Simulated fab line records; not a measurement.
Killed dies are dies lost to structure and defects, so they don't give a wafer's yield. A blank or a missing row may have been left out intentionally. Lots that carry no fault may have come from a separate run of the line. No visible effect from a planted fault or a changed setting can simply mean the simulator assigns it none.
Split-lot trial / flow sfq-line / 5 lots, 23 wafers read, on a route of 325 steps

== ON THE SPLIT ==
At SFQ_TRILAYER_I1_VIA_LITHO_COAT_054 (resist thk 62 nm), the setting spin-rpm was moved away from the recipe's 3000 rpm on 10 of the 23 wafers read, by -7.1% to +7.3%. This setting was run at the recipe's value on the other wafers.

The split's own step is where the reading is taken.

== THE READING ==
BARC_of_TRILAYER_I1_VIA_LITHO_COAT_054.thk-nm (the simulator's own value, which no gauge read), in nm, at SFQ_TRILAYER_I1_VIA_LITHO_COAT_054 (resist thk 62 nm). The file does not state a usual value for it. Here, 13 wafers ran the recipe; their average is 62.09 nm with a standard deviation of 0.15 nm.

wafer=L075.1; tool, chamber at the split=litho-track-01, 0; spin-rpm as run, rpm=3058; against the recipe=+1.9%; BARC_of_TRILAYER_I1_VIA_LITHO_COAT_054.thk-nm, nm=61.75; against lot-mates on the recipe=-0.58
wafer=L075.2; tool, chamber at the split=litho-track-01, 0; spin-rpm as run, rpm=3000; against the recipe=recipe; BARC_of_TRILAYER_I1_VIA_LITHO_COAT_054.thk-nm, nm=62.41; against lot-mates on the recipe=-
wafer=L075.3; tool, chamber at the split=litho-track-01, 0; spin-rpm as run, rpm=3058; against the recipe=+1.9%; BARC_of_TRILAYER_I1_VIA_LITHO_COAT_054.thk-nm, nm=62.02; against lot-mates on the recipe=-0.31
wafer=L075.4; tool, chamber at the split=litho-track-01, 0; spin-rpm as run, rpm=3000; against the recipe=recipe; BARC_of_TRILAYER_I1_VIA_LITHO_COAT_054.thk-nm, nm=62.32; against lot-mates on the recipe=-
wafer=L075.5; tool, chamber at the split=litho-track-01, 0; spin-rpm as run, rpm=3000; against the recipe=recipe; BARC_of_TRILAYER_I1_VIA_LITHO_COAT_054.thk-nm, nm=62.26; against lot-mates on the recipe=-
wafer=L076.1; tool, chamber at the split=litho-track-01, 0; spin-rpm as run, rpm=2798; against the recipe=-6.7%; BARC_of_TRILAYER_I1_VIA_LITHO_COAT_054.thk-nm, nm=64.31; against lot-mates on the recipe=+2.19
wafer=L076.2; tool, chamber at the split=litho-track-01, 0; spin-rpm as run, rpm=2798; against the recipe=-6.7%; BARC_of_TRILAYER_I1_VIA_LITHO_COAT_054.thk-nm, nm=64.48; against lot-mates on the recipe=+2.36
wafer=L076.4; tool, chamber at the split=litho-track-01, 0; spin-rpm as run, rpm=3000; against the recipe=recipe; BARC_of_TRILAYER_I1_VIA_LITHO_COAT_054.thk-nm, nm=62.05; against lot-mates on the recipe=-
wafer=L076.5; tool, chamber at the split=litho-track-01, 0; spin-rpm as run, rpm=2798; against the recipe=-6.7%; BARC_of_TRILAYER_I1_VIA_LITHO_COAT_054.thk-nm, nm=64.47; against lot-mates on the recipe=+2.35
wafer=L076.6; tool, chamber at the split=litho-track-01, 0; spin-rpm as run, rpm=3000; against the recipe=recipe; BARC_of_TRILAYER_I1_VIA_LITHO_COAT_054.thk-nm, nm=62.19; against lot-mates on the recipe=-
wafer=L077.1; tool, chamber at the split=litho-track-01, 0; spin-rpm as run, rpm=3218; against the recipe=+7.3%; BARC_of_TRILAYER_I1_VIA_LITHO_COAT_054.thk-nm, nm=59.89; against lot-mates on the recipe=-2.13
wafer=L077.2; tool, chamber at the split=litho-track-01, 0; spin-rpm as run, rpm=3218; against the recipe=+7.3%; BARC_of_TRILAYER_I1_VIA_LITHO_COAT_054.thk-nm, nm=59.95; against lot-mates on the recipe=-2.07
wafer=L077.3; tool, chamber at the split=litho-track-01, 0; spin-rpm as run, rpm=3218; against the recipe=+7.3%; BARC_of_TRILAYER_I1_VIA_LITHO_COAT_054.thk-nm, nm=59.79; against lot-mates on the recipe=-2.23
wafer=L077.4; tool, chamber at the split=litho-track-01, 0; spin-rpm as run, rpm=3000; against the recipe=recipe; BARC_of_TRILAYER_I1_VIA_LITHO_COAT_054.thk-nm, nm=62.01; against lot-mates on the recipe=-
wafer=L077.5; tool, chamber at the split=litho-track-01, 0; spin-rpm as run, rpm=3000; against the recipe=recipe; BARC_of_TRILAYER_I1_VIA_LITHO_COAT_054.thk-nm, nm=62.04; against lot-mates on the recipe=-
wafer=L082.2; tool, chamber at the split=litho-track-02, 0; spin-rpm as run, rpm=2787; against the recipe=-7.1%; BARC_of_TRILAYER_I1_VIA_LITHO_COAT_054.thk-nm, nm=64.27; against lot-mates on the recipe=+2.30
wafer=L082.3; tool, chamber at the split=litho-track-02, 0; spin-rpm as run, rpm=3000; against the recipe=recipe; BARC_of_TRILAYER_I1_VIA_LITHO_COAT_054.thk-nm, nm=61.92; against lot-mates on the recipe=-
wafer=L082.4; tool, chamber at the split=litho-track-02, 0; spin-rpm as run, rpm=2787; against the recipe=-7.1%; BARC_of_TRILAYER_I1_VIA_LITHO_COAT_054.thk-nm, nm=64.36; against lot-mates on the recipe=+2.39
wafer=L082.5; tool, chamber at the split=litho-track-02, 0; spin-rpm as run, rpm=3000; against the recipe=recipe; BARC_of_TRILAYER_I1_VIA_LITHO_COAT_054.thk-nm, nm=61.96; against lot-mates on the recipe=-
wafer=L082.6; tool, chamber at the split=litho-track-02, 0; spin-rpm as run, rpm=3000; against the recipe=recipe; BARC_of_TRILAYER_I1_VIA_LITHO_COAT_054.thk-nm, nm=62.04; against lot-mates on the recipe=-
wafer=L083.2; tool, chamber at the split=litho-track-01, 0; spin-rpm as run, rpm=3000; against the recipe=recipe; BARC_of_TRILAYER_I1_VIA_LITHO_COAT_054.thk-nm, nm=62.07; against lot-mates on the recipe=-
wafer=L083.3; tool, chamber at the split=litho-track-01, 0; spin-rpm as run, rpm=3000; against the recipe=recipe; BARC_of_TRILAYER_I1_VIA_LITHO_COAT_054.thk-nm, nm=61.87; against lot-mates on the recipe=-
wafer=L083.6; tool, chamber at the split=litho-track-01, 0; spin-rpm as run, rpm=3000; against the recipe=recipe; BARC_of_TRILAYER_I1_VIA_LITHO_COAT_054.thk-nm, nm=62.01; against lot-mates on the recipe=-

THE FIT
A straight line over all 23 wafers: BARC_of_TRILAYER_I1_VIA_LITHO_COAT_054.thk-nm changes by -0.316 nm for each +1% of spin-rpm; r = -0.99; the points scatter about the line by 0.19 nm.
The same after taking each lot's own level away (the mean of its wafers on the recipe; 23 wafers): -0.317 nm for each +1%; r = -1.00; scatter 0.11 nm.
According to that fit, moving spin-rpm by its largest amount changes the reading by 2.3 nm.
The lots' own levels span 61.973 to 62.330 nm, that is 2.3 times the standard deviation above.
Consequently the slope shifts little with the lot-to-lot level, the two slopes agreeing.
Check: for one of the wafers moved furthest among these (+7.3%), held out of the fit, the line's prediction against its lot-mates is -2.26 nm. Against them it came out at -2.13 nm.

== THE OTHER SPLITS THESE WAFERS WENT THROUGH ==
Other splits were also applied to these wafers ahead of the reading. Each is held against what the fit with the lots' levels taken away leaves over:
other split on the same wafers=SFQ_TRILAYER_L0_LITHO_EXPOSE_006 dose-mj; wafers away from the commonest value=7; r with BARC_of_TRILAYER_I1_VIA_LITHO_COAT_054.thk-nm (lot level and that fit taken away)=+0.18
other split on the same wafers=SFQ_TRILAYER_L0_LITHO_PEB_008 peb-time-s; wafers away from the commonest value=9; r with BARC_of_TRILAYER_I1_VIA_LITHO_COAT_054.thk-nm (lot level and that fit taken away)=-0.24
other split on the same wafers=SFQ_TRILAYER_L0_VIA_LITHO_PEB_016 peb-temp-c; wafers away from the commonest value=6; r with BARC_of_TRILAYER_I1_VIA_LITHO_COAT_054.thk-nm (lot level and that fit taken away)=+0.27
other split on the same wafers=SFQ_TRILAYER_L0_VIA_BARC_OPEN_VIA_ETCH_021 bias-w; wafers away from the commonest value=8; r with BARC_of_TRILAYER_I1_VIA_LITHO_COAT_054.thk-nm (lot level and that fit taken away)=+0.16
other split on the same wafers=SFQ_TRILAYER_M0_BARC_OPEN_METAL_ETCH_031 time-s; wafers away from the commonest value=9; r with BARC_of_TRILAYER_I1_VIA_LITHO_COAT_054.thk-nm (lot level and that fit taken away)=-0.08
other split on the same wafers=SFQ_TRILAYER_I0_VIA_LITHO_COAT_036 spin-rpm; wafers away from the commonest value=8; r with BARC_of_TRILAYER_I1_VIA_LITHO_COAT_054.thk-nm (lot level and that fit taken away)=-0.02
other split on the same wafers=SFQ_TRILAYER_I0_VIA_BARC_OPEN_VIA_ETCH_046 source-w; wafers away from the commonest value=11; r with BARC_of_TRILAYER_I1_VIA_LITHO_COAT_054.thk-nm (lot level and that fit taken away)=+0.26
other split on the same wafers=SFQ_TRILAYER_M1_LITHO_COAT_044 spin-rpm; wafers away from the commonest value=9; r with BARC_of_TRILAYER_I1_VIA_LITHO_COAT_054.thk-nm (lot level and that fit taken away)=+0.45
other split on the same wafers=SFQ_TRILAYER_M1_LITHO_EXPOSE_040 dose-mj; wafers away from the commonest value=7; r with BARC_of_TRILAYER_I1_VIA_LITHO_COAT_054.thk-nm (lot level and that fit taken away)=-0.19
other split on the same wafers=SFQ_TRILAYER_M1_ETCH_METAL_ETCH_042 icp-w; wafers away from the commonest value=11; r with BARC_of_TRILAYER_I1_VIA_LITHO_COAT_054.thk-nm (lot level and that fit taken away)=-0.44

== FILE'S OWN FIT ==
BARC_of_TRILAYER_I1_VIA_LITHO_COAT_054.thk-nm changes by -0.319 nm for each +1% of spin-rpm, r = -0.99.
